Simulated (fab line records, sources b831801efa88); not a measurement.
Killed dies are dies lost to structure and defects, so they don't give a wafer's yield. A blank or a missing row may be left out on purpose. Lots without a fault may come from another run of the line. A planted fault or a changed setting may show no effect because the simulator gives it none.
A struck lot beside a sound one | flow sky130 | 15 steps out of a route of 708
Sound: wafers L170.4, L170.5, L170.6. Struck: wafer L180.3. (L180.2, L180.6 of the same lot were not struck and are left out.) The cause comes at the end.
At each step with rows: each side's tool, then ch and its chambers, then its first start. Under that, the readings that differ: sound wafers | struck wafers | difference of the means | sigmas: that difference in standard deviations of wafers without a fault.
alike: readings whose means differ by less than 2 such deviations, and words and numbers that are the same on both sides. not compared: withheld readings, readings that some wafer has no value for, bounds like >300 that may hide the same value, and numbers for which the record gives no deviation and whose values overlap.
The two part at a step that has a row with sigmas, a row that says differs or no value, or rows on one side only. Numbers that don't overlap but have no deviation are shown without sigmas and don't part them. A reading that every wafer of one side lacks parts them only if that side has two wafers or more.

SKY_SPACER_ETCHBACK_02: etches Si3N4 in CH3F/O2, stops on SiO2, time 46.7 s, target depth 45 nm.
  sound on rie_diel-04 ch 0,2,3, day 27 00:40; struck on rie_diel-01 ch 0, day 29 10:08
  reading                     | sound       | struck | difference                   | sigmas
  drypump_motor_current_A (A) | 5.3 5.5 5.0 | 6.5    | +1.2                         | +3
  rf_hours_counter_h (h)      | - - -       | 8      | no value on the sound wafers |
  alike: chamber_pressure_mTorr, oes_product_au, throttle_valve_pct
then, 8 steps without rows for these wafers: SKY_POLY_CUT_DEHYDRATE_00 (time 60 s); SKY_POLY_CUT_HMDS_01 (prime time 60 s); SKY_POLY_CUT_COAT_02 (resist thk 60 nm); SKY_POLY_CUT_COAT_03 (resist thk 450 nm); SKY_POLY_CUT_SOFTBAKE_04 (time 90 s); SKY_POLY_CUT_EXPOSE_05 (exposes mask NPCM, target cd 270 nm); SKY_POLY_CUT_PEB_06; SKY_POLY_CUT_DEVELOP_07 (develop time 60 s).
SKY_POLY_CUT_CD_MEAS_08: target cd 270 nm.
  sound on cd_sem-01, day 28 05:15; struck on cd_sem-02, day 30 14:19
  alike: cd_nm
SKY_POLY_CUT_OVL_MEAS_09:
  sound on overlay-01, day 28 05:20; struck on overlay-02, day 30 14:25
  alike: POLY_CUT_OVL
SKY_POLY_CUT_ETCH_10: etches BARC in N2/H2, stops on SiO2, time 45.9 s, target depth 60 nm.
  sound on rie_diel-01 ch 0,1,3, day 28 05:20; struck on rie_diel-01 ch 3, day 30 14:26
  alike: chamber_pressure_mTorr, drypump_motor_current_A, oes_product_au, run_length_s, throttle_valve_pct
  not compared: rf_hours_counter_h
SKY_POLY_CUT_ETCH_11: etches Si3N4 in CF4/CH2F2/Ar, stops on poly-Si, time 42.5 s, target depth 60 nm.
  sound on rie_diel-01 ch 0,1,3, day 28 05:23; struck on rie_diel-01 ch 3, day 30 14:29
  reading                                       | sound             | struck | difference | sigmas
  oes_product_au (a.u.)                         | 0.824 0.829 0.830 | 0.734  | -0.094     | -16
  run_length_s (s)                              | 71.3 71.3 70.7    | 82.5   | +11.4      | +34
  model.poly-Si_of_POLY_GATE_CVD_00.thk_nm (nm) | 181.8 178.9 181   | 175.3  | -5.3       |
  model.POLY_CUT.feature_depth_nm (nm)          | 61.81 62.29 61.72 | 65.74  | +3.80      |
  alike: chamber_pressure_mTorr, drypump_motor_current_A, mfc_ar_sccm, throttle_valve_pct
  not compared: rf_hours_counter_h
SKY_POLY_CUT_STRIP_12: strips in O2/N2.
  sound on plasma_asher-04 ch 0,1, day 28 05:28; struck on plasma_asher-02 ch 1, day 30 14:32
  alike: chamber_pressure_mTorr, drypump_motor_current_A, oes_product_au, strip_time_to_endpoint_s
  not compared: rf_hours_counter_h
-- the record jumps here: 20 days lie between the struck wafers' starts before and after (it left off in module POLY_CUT and takes up again in module PAD_OPEN, whose first step shown is number 708 of the route) --
SKY_PAD_OPEN_PROBE_99:
  sound on prober-01, day 48 16:58; struck on prober-02, day 50 09:09
  reading         | sound | struck | difference | sigmas
  killed_at_other | 0 0 1 | 2      | +2         | +3
  alike: killed_at_M0_to_M3, killed_at_M4_up, killed_at_contacts, killed_at_front_end, killed_dies, killed_open, killed_short

WHERE THEY PART
First at SKY_SPACER_ETCHBACK_02; last, within this record, at SKY_PAD_OPEN_PROBE_99.

WHY: what the simulator had put in
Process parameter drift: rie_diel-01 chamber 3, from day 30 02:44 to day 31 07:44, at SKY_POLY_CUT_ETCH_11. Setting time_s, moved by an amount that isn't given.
